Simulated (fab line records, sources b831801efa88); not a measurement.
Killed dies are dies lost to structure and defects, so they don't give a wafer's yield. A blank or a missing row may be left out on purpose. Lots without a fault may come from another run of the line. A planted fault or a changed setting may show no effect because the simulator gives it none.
Chamber matching | flow gf180mcu | GF_PASSIVATION_CVD_02 on pecvd-03: 3 sister chambers
The step deposits Si3N4, target thk 700 nm, time 486.18 s. 16 wafers are shown with their chamber, then 8 later ones without.

WAFERS WITH THEIR CHAMBER
wafer  | chamber | heater_power_w (W)
L074.1 | 2       | 540
L074.2 | 0       | 701
L074.5 | 2       | 558
L075.2 | 2       | 554
L075.3 | 2       | 451
L075.4 | 1       | 737
L079.2 | 1       | 709
L079.4 | 2       | 522
L079.6 | 0       | 554
L080.3 | 2       | 491
L080.5 | 0       | 688
L080.6 | 2       | 541
L083.4 | 1       | 666
L083.5 | 2       | 577
L083.6 | 0       | 724
L087.2 | 1       | 649

SIGNATURES (means of the wafers above)
reading        | chamber 0 | chamber 1 | chamber 2 | scatter within a chamber
heater_power_w | 666.75    | 690.25    | 529.25    | 51.2
Rule: a wafer's distance from a chamber is the root of the sum, over the readings, of the square of ((its reading less the chamber's mean) divided by the reading's scatter). The wafer belongs to the nearest chamber; if the next one is less than 2 further off, it can't be placed. The scatter: the root of (the sum of the squares of (reading less its chamber's mean) over the shown wafers, divided by (wafers less chambers)).

WAFERS WITHOUT THEIR CHAMBER
wafer  | heater_power_w (W)
L087.4 | 643
L087.6 | 446
L088.1 | 749
L088.4 | 499
L088.6 | 636
L094.1 | 690
L094.2 | 562
L094.5 | 689

WHICH CHAMBER EACH WENT THROUGH
wafer  | from the rows above          | in truth
L087.4 | can't be placed: 0 or 1 or 2 | 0
L087.6 | 2                            | 2
L088.1 | can't be placed: 1 or 0      | 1
L088.4 | 2                            | 2
L088.6 | can't be placed: 0 or 1 or 2 | 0
L094.1 | can't be placed: 1 or 0      | 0
L094.2 | can't be placed: 2 or 0 or 1 | 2
L094.5 | can't be placed: 1 or 0      | 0
Placed correctly: 2 of 8. Can't be placed from these rows: 6 (the true chamber is among the candidates in 6). Placed wrongly: 0.
